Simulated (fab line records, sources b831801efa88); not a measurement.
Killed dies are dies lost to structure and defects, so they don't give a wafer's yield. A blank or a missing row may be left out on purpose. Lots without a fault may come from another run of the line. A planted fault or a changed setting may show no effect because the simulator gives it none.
Which tool did it? | flow sky130 | 11 lots, 33 wafers sampled, at 5 steps of a route of 708

WHAT THE GAUGES READ, wafer by wafer
SKY_VT_ADJUST_LVTN_OVL_MEAS_18. Usual: VT_ADJUST_LVTN_01_OVL 0.5 nm, standard deviation 1.3.
lot  | measured     | on         | VT_ADJUST_LVTN_01_OVL (nm) | flag
L733 | day 7 22:44  | overlay-02 | 0.4 1.4 1.6                |
L738 | day 9 08:31  | overlay-02 | -1.1 -1.6 -1.1             |
L740 | day 9 15:14  | overlay-01 | 0.7 1.3 1.4                |
L743 | day 10 14:34 | overlay-02 | -1.5 0.1 -0.1              |
L745 | day 11 07:49 | overlay-01 | -0.1 -0.4 -0.6             |
L746 | day 11 10:20 | overlay-01 | 0.3 2.4 3.1                |
L747 | day 11 19:25 | overlay-01 | 0.9 2.4 2.0                |
L748 | day 12 02:28 | overlay-02 | 0.4 -1.9 -1.1              |
L749 | day 12 11:11 | overlay-01 | -0.2 1.5 -0.4              |
L750 | day 12 16:14 | overlay-02 | -0.5 0.6 0.3               |
L755 | day 14 02:26 | overlay-01 | -1.7 -0.1 -0.5             |

SKY_RES_PROTECT_TW_MEAS_08. Usual: POLY_GATE_TW 4038, standard deviation 32.
lot  | measured     | on            | POLY_GATE_TW   | flag
L733 | day 15 12:08 | film_metro-01 | 4020 4016 4003 |
L738 | day 17 09:17 | film_metro-02 | 4008 3995 4011 |
L740 | day 17 16:33 | film_metro-01 | 4014 4023 4028 |
L743 | day 18 22:16 | film_metro-02 | 4003 3990 3986 |
L745 | day 20 00:20 | film_metro-01 | 4006 4017 4050 |
L746 | day 20 03:41 | film_metro-01 | 4012 4014 4009 |
L747 | day 20 10:44 | film_metro-04 | 4085 4070 4071 |
L748 | day 20 17:56 | film_metro-04 | 4062 4061 4064 |
L749 | day 21 04:32 | film_metro-01 | 4050 4048 4056 |
L750 | day 21 11:41 | film_metro-04 | 4087 4094 4106 |
L755 | day 23 03:24 | film_metro-02 | 4021 3985 4018 |

SKY_POLY_GATE_THK_MEAS_21. Usual: POLY_GATE_OXIDATION_THK 4.01 nm, standard deviation 0.094.
lot  | measured     | on            | POLY_GATE_OXIDATION_THK (nm) | flag
L733 | day 17 00:52 | film_metro-01 | 3.96 3.98 4.08               |
L738 | day 18 22:48 | film_metro-01 | 3.95 3.95 3.94               |
L740 | day 19 06:00 | film_metro-03 | 4.02 4.03 3.94               |
L743 | day 20 09:07 | film_metro-01 | 3.98 3.99 4.00               |
L745 | day 21 10:52 | film_metro-01 | 3.99 3.95 3.91               |
L746 | day 21 16:10 | film_metro-02 | 3.94 3.83 3.95               |
L747 | day 21 20:40 | film_metro-01 | 4.81 4.85 4.78               | OFF
L748 | day 22 04:01 | film_metro-01 | 4.84 4.81 4.78               | OFF
L749 | day 22 14:58 | film_metro-01 | 3.98 4.06 4.04               |
L750 | day 22 20:11 | film_metro-01 | 4.74 4.67 4.71               | OFF
L755 | day 24 13:24 | film_metro-02 | 3.90 3.80 3.83               |

WHICH TOOL RAN EACH LOT (tool, then ch and the chambers of the sampled wafers, then the start)
lot  | SKY_SONOS_ONO_STRIP_17               | SKY_POLY_GATE_OXIDATION_20
L733 | plasma_asher-03 ch 0,1, day 12 23:29 | furnace-02 ch 0, day 16 23:37
L738 | plasma_asher-03 ch 1, day 14 19:04   | furnace-02 ch 0, day 18 21:33
L740 | plasma_asher-03 ch 0,1, day 15 02:50 | furnace-02 ch 0, day 19 04:45
L743 | plasma_asher-03 ch 0,1, day 16 04:23 | furnace-02 ch 0, day 20 07:52
L745 | plasma_asher-03 ch 0,1, day 17 03:25 | furnace-01 ch 0, day 21 09:37
L746 | plasma_asher-02 ch 0,1, day 17 05:49 | furnace-02 ch 0, day 21 14:54
L747 | plasma_asher-04 ch 0,1, day 17 12:29 | furnace-02 ch 0, day 21 19:25
L748 | plasma_asher-02 ch 0,1, day 17 22:10 | furnace-02 ch 0, day 22 02:46
L749 | plasma_asher-04 ch 0, day 18 10:25   | furnace-01 ch 0, day 22 13:43
L750 | plasma_asher-04 ch 0, day 18 16:01   | furnace-02 ch 0, day 22 18:56
L755 | plasma_asher-04 ch 0,1, day 20 09:49 | furnace-01 ch 0, day 24 12:08
- SKY_SONOS_ONO_STRIP_17: strips in O2/N2.
- SKY_POLY_GATE_OXIDATION_20: stabilise 600 s, purge 300 s, target thk 4 nm.

WHAT THE TOOLS THEMSELVES READ (means of the sampled wafers that have a number; where no wafer has one, the mark that the record gives instead)
SKY_SONOS_ONO_STRIP_17. Usual: chamber_pressure_mTorr 1500.0 mTorr, standard deviation 1.4; drypump_motor_current_A 5.7 A, standard deviation 0.56; oes_product_au 0.710 a.u., standard deviation 0.0045; strip_time_to_endpoint_s 14.09 s, standard deviation 0.046.
lot  | tool            | chamber_pressure_mTorr (mTorr) | drypump_motor_current_A (A) | oes_product_au (a.u.) | strip_time_to_endpoint_s (s) | flag
L733 | plasma_asher-03 | 1498.3                         | 6.5                         | 0.708                 | 14.05                        |
L738 | plasma_asher-03 | 1500.1                         | 6.7                         | 0.711                 | 14.02                        |
L740 | plasma_asher-03 | 1499.9                         | 6.4                         | 0.708                 | 14.11                        |
L743 | plasma_asher-03 | 1500.1                         | 6.1                         | 0.709                 | 14.02                        |
L745 | plasma_asher-03 | 1500.7                         | 6.4                         | 0.712                 | 14.13                        |
L746 | plasma_asher-02 | 1500.3                         | 5.6                         | 0.708                 | 14.08                        |
L747 | plasma_asher-04 | 1499.9                         | 5.2                         | 0.710                 | 14.09                        |
L748 | plasma_asher-02 | 1500.1                         | 5.5                         | 0.706                 | 14.11                        |
L749 | plasma_asher-04 | 1499.8                         | 5.2                         | 0.704                 | 14.10                        |
L750 | plasma_asher-04 | 1500.4                         | 5.2                         | 0.711                 | 14.15                        |
L755 | plasma_asher-04 | 1499.6                         | 5.2                         | 0.708                 | 14.07                        |

SKY_POLY_GATE_OXIDATION_20. Usual: spike_tc_bottom_C 866.3 C, standard deviation 2.8; spike_tc_centre_C 850.3 C, standard deviation 1.2; spike_tc_lower_C 849.9 C, standard deviation 1.1; spike_tc_top_C 861.6 C, standard deviation 1; spike_tc_upper_C 849.6 C, standard deviation 1.3; tube_center_temp_C 850 C, standard deviation 0.08; tube_center_temp_C_max 852.1, standard deviation 0.35.
lot  | tool       | spike_tc_bottom_C (C) | spike_tc_centre_C (C) | spike_tc_lower_C (C) | spike_tc_top_C (C) | spike_tc_upper_C (C) | tube_center_temp_C (C) | tube_center_temp_C_max | flag
L733 | furnace-02 | 864.9                 | 850.9                 | 851.5                | 861.7              | 850.5                | 850                    | 852.2                  |
L738 | furnace-02 | 864.1                 | 849.8                 | 850.5                | 859.9              | 849.2                | 850                    | 852.2                  |
L740 | furnace-02 | 863.9                 | 850.8                 | 850.0                | 861.5              | 850.9                | 850                    | 852.2                  |
L743 | furnace-02 | 863.8                 | 851.6                 | 850.0                | 861.8              | 850.7                | 850                    | 852.2                  |
L745 | furnace-01 | 869.2                 | 849.9                 | 849.3                | 862.0              | 849.8                | 850                    | 852.0                  |
L746 | furnace-02 | 863.6                 | 850.4                 | 850.7                | 861.2              | 850.1                | 850                    | 852.1                  |
L747 | furnace-02 | 875.9                 | 862.1                 | 861.8                | 872.7              | 861.2                | 861                    | 863.4                  | OFF
L748 | furnace-02 | 875.0                 | 861.8                 | 861.6                | 872.5              | 862.3                | 861                    | 863.0                  | OFF
L749 | furnace-01 | 868.2                 | 849.2                 | 849.5                | 860.4              | 848.6                | 850                    | 851.8                  |
L750 | furnace-02 | 874.6                 | 861.7                 | 862.2                | 872.8              | 861.4                | 861                    | 863.3                  | OFF
L755 | furnace-01 | 869.6                 | 848.8                 | 849.3                | 862.0              | 848.5                | 850                    | 852.0                  |

THE ANSWER, worked out from the rows above alone
Rule: a lot is off if the mean of its wafers that have a number lies more than 3 standard deviations from the usual mean. A lot without any number at a reading at which 4 lots or more have one is off too. The other lots that the step has rows for count as sound. The gauges are gone through in route order, then the tools' own readings, and for those a lot's mean is taken as printed above. The first step at which some lot is off is used, and at that step the reading that is off furthest; a lot without a number counts as furthest.
Off: L747, L748, L750, at SKY_POLY_GATE_THK_MEAS_21 (POLY_GATE_OXIDATION_THK).
A tool fits if, at a process step before that reading, it ran every lot that is off, and no sound lot after the first of them. The gauges at SKY_POLY_GATE_THK_MEAS_21 aren't tried: what is off there is off at SKY_POLY_GATE_OXIDATION_20 too, on other tools, and a gauge's error can't cause that. One fits: furnace-02 at SKY_POLY_GATE_OXIDATION_20. Its last sound lot is L746 (day 21 14:54), its first lot that is off L747 (day 21 19:25): a fault that began between those two fits.
The tool's own readings at SKY_POLY_GATE_OXIDATION_20 bear it out: on the lots that are off they differ by more than 5 times the standard deviation of the sound lots' means. spike_tc_centre_C reads 861.9 C there against 850.2 C on the sound lots; spike_tc_lower_C reads 861.9 C there against 850.1 C on the sound lots; spike_tc_top_C reads 872.7 C there against 861.3 C on the sound lots; spike_tc_upper_C reads 861.6 C there against 849.8 C on the sound lots; tube_center_temp_C reads 861 C there against 850 C on the sound lots; tube_center_temp_C_max reads 863.2 there against 852.1 on the sound lots.

WHAT THE SIMULATOR HAD PUT IN
Process parameter drift: furnace-02, from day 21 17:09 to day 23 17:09, at SKY_POLY_GATE_OXIDATION_20. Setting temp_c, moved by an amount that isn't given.
Lots struck among those shown: L747, L748, L750. The rule above found the same.
